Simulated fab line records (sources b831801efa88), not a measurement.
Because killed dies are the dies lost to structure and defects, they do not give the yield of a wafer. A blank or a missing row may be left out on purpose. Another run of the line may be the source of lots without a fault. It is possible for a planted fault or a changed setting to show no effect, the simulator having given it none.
8D (eight disciplines) problem report, filled in by code -- flow sky130 -- the parts of the form that need people (team, actions taken, sign-off) are left out

1. WHAT IS WRONG
On 3 wafers of 1 lot, run_length_s at SKY_PAD_OPEN_STRIP_09 has a mean of 1375 s; fault-free wafers read 1228 s, standard deviation 3.3. Relative to the usual mean, that is a shift of +45 standard deviations.
The step: strips in post etch residue remover, time 1200 s.
First observed at day 47 20:49: wafer L727.1, on wet_bench-03. The record has a number at this step for 39 wafers belonging to 13 lots. By rule, "out" or "out of limits" means more than 4 standard deviations away from the usual mean. All remaining wafers that have a number are taken as sound.

2. WHAT THIS IS AND IS NOT
question,is,is not
which readings at this step,run_length_s,-
which lots,L727,"L718, L719, L720, L724, L732, L733, L734, L735, L738, L739, L740, L741"
which wafers of those lots,all that have a number,-
read on which tools,wet_bench-03,"wet_bench-02, wet_bench-04"
when,from day 47 20:49,"up to then (12 sound wafers); but 24 sound wafers of L732, L733, L734, L735, L738, L739, L740, L741 came after"

3. SUSPECTS, AND WHAT RULES EACH OUT
Counting: a tool at any process step up to the reading remains a suspect when it ran all the lots that are out and ran no sound lot after the first of those.
- rie_diel-04 at SKY_VIA4_ETCH_12 (etches SiO2 in C4F8/O2/Ar, stops on TiN, target depth 580 nm): ruled out as a lasting fault. Following L727 (day 45 06:30), the first lot on it that is out, the sound lots L732, L733, L735, L740, L738 were run on it.
- wet_bench-03 at SKY_PAD_OPEN_STRIP_09 (strips in post etch residue remover, time 1200 s): kept. It ran the lot that is out, L727 (day 47 20:49), and no sound lot after that; its last sound lot up to then is L719 (day 45 05:35). Its own readings are out on those wafers: run_length_s.
Left after counting: wet_bench-03 at SKY_PAD_OPEN_STRIP_09.

4. THE CAUSE (what the simulator had put in)
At SKY_PAD_OPEN_STRIP_09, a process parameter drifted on wet_bench-03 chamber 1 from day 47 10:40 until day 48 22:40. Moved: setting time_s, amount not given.
This tool alone remained once counting was done.

5. SEQUENCE OF EFFECTS, ordered by route
Each row: a reading whose mean over the struck wafers that have a number lies more than 3 standard deviations from the usual. Readings are gone through only where the record gives a usual standard deviation; hours: the median, over the lots, of the time from a lot's start at the first step in this table giving one to that lot's start at this step; sigmas: the change measured in usual standard deviations.
hours,step,reading,usual,on struck wafers,change,sigmas
0,SKY_PAD_OPEN_STRIP_09,run_length_s,1228 s,1375,+147,+45
Its process steps:
- SKY_PAD_OPEN_STRIP_09: strips in post etch residue remover, time 1200 s.

6. WHAT WOULD HAVE CAUGHT IT SOONER
In this record no reading fell out of limits until day 47 20:49, 10 hours after the fault had begun at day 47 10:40.
